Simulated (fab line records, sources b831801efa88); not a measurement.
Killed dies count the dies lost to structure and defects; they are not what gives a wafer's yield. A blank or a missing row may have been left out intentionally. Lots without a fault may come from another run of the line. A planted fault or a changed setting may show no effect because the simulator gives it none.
Chamber matching / flow gf180mcu / cmp-02 running GF_V5_CMP_26: 4 sister chambers
The step polishes, stops on SiO2, t overpolish 15 s, target thk 0 nm. 8 wafers are shown with their chamber, then 11 later ones without.

## WAFERS PAIRED WITH THEIR CHAMBERS
wafer=L366.4; chamber=0; motorCurrentA (A)=10.9; timeToEndpointS (s)=83
wafer=L366.5; chamber=1; motorCurrentA (A)=11.5; timeToEndpointS (s)=84
wafer=L369.4; chamber=0; motorCurrentA (A)=10.5; timeToEndpointS (s)=81
wafer=L369.6; chamber=3; motorCurrentA (A)=11.8; timeToEndpointS (s)=87
wafer=L368.1; chamber=3; motorCurrentA (A)=11.1; timeToEndpointS (s)=84
wafer=L368.4; chamber=2; motorCurrentA (A)=9.6; timeToEndpointS (s)=82
wafer=L368.6; chamber=2; motorCurrentA (A)=9.7; timeToEndpointS (s)=80
wafer=L376.2; chamber=1; motorCurrentA (A)=11.6; timeToEndpointS (s)=86

## WAFERS MISSING THEIR CHAMBER
wafer=L376.5; motorCurrentA (A)=10.8; timeToEndpointS (s)=84
wafer=L376.6; motorCurrentA (A)=10.4; timeToEndpointS (s)=81
wafer=L377.1; motorCurrentA (A)=10.4; timeToEndpointS (s)=81
wafer=L377.2; motorCurrentA (A)=11.4; timeToEndpointS (s)=80
wafer=L377.3; motorCurrentA (A)=9.2; timeToEndpointS (s)=82
wafer=L378.2; motorCurrentA (A)=10.1; timeToEndpointS (s)=85
wafer=L378.5; motorCurrentA (A)=9.6; timeToEndpointS (s)=83
wafer=L378.6; motorCurrentA (A)=11.6; timeToEndpointS (s)=87
wafer=L381.1; motorCurrentA (A)=10.6; timeToEndpointS (s)=87
wafer=L381.5; motorCurrentA (A)=11.5; timeToEndpointS (s)=87
wafer=L381.6; motorCurrentA (A)=10.1; timeToEndpointS (s)=89

## EACH ONE'S CHAMBER
wafer=L376.5; from the rows above=can't be placed: 0 or 3 or 1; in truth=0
wafer=L376.6; from the rows above=can't be placed: 0 or 2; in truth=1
wafer=L377.1; from the rows above=can't be placed: 0 or 2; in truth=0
wafer=L377.2; from the rows above=can't be placed: 0 or 1 or 3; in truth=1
wafer=L377.3; from the rows above=2; in truth=2
wafer=L378.2; from the rows above=can't be placed: 0 or 2 or 3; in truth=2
wafer=L378.5; from the rows above=2; in truth=2
wafer=L378.6; from the rows above=can't be placed: 3 or 1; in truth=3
wafer=L381.1; from the rows above=can't be placed: 3 or 0 or 1 or 2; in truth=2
wafer=L381.5; from the rows above=can't be placed: 3 or 1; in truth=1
wafer=L381.6; from the rows above=can't be placed: 0 or 3 or 2 or 1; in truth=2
Placed correctly: 2 of 11. Not placeable from these rows: 9 (in 8, the candidates include the true chamber). Placed wrongly: 0.
How it was worked out, from the rows above alone: a wafer's distance from a chamber is the root of the sum, over the readings, of the square of ((its reading less the chamber's mean) divided by the reading's scatter). The wafer belongs to the nearest chamber; if the next one is less than 2 further off, it can't be placed. For every chamber, the mean is computed from those of its wafers that are shown. The scatter is the square root of a quotient: the sum, over the shown wafers, of each reading's squared deviation from its chamber's mean, divided by wafers minus chambers.
